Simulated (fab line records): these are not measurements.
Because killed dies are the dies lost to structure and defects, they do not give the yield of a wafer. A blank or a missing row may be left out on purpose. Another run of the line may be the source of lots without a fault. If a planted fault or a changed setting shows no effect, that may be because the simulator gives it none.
What tool caused it? -- flow sky130 -- at 1 step of a route of 708, 11 lots with 33 wafers sampled

## WHAT EACH GAUGE READ, for each wafer
SKY_VIA2_THK_MEAS_01.
lot,measured,on,VIA2_HDPCVD_THK (nm)
L818,day 35 12:51,film metro-03,1177 1170 1169
L821,day 36 11:58,film metro-02,1185 1167 1179
L822,day 36 21:25,film metro-03,1180 1195 1160
L823,day 37 11:48,film metro-03,1189 1200 1195
L824,day 37 16:20,film metro-02,1182 1194 1168
L829,day 39 17:53,film metro-02,1172 1201 1171
L833,day 40 08:50,film metro-03,1179 1159 1179
L834,day 40 19:45,film metro-02,1195 1201 1173
L836,day 41 01:13,film metro-03,1169 1195 1180
L837,day 41 05:29,film metro-03,1184 1173 1163
L839,day 41 22:36,film metro-03,1182 1144 1175

## TOOL THAT RAN EACH LOT (tool first, then ch and the chambers of the sampled wafers, then the start)
Before these readings, the record contains no process step.

## THE ANSWER, worked out from the rows above alone
Rule: what is usual is taken from the lots themselves. The widest of any qualifying gaps counts: lots, ordered by their means at a reading, are off when they make up no more than a third of the lots, leave a main group of 4 or more, and stand apart from it by 3 or more times the standard deviation of that group's means. The tables above print the reading to a certain number of digits; a main group whose means all agree to those digits is not used. Also off: a lot with no number at a reading for which 4 or more lots have one. All remaining lots with rows at the step are treated as sound.
None of the lots is off at any reading shown; this tells nothing.

## WHAT THE SIMULATOR PUT IN
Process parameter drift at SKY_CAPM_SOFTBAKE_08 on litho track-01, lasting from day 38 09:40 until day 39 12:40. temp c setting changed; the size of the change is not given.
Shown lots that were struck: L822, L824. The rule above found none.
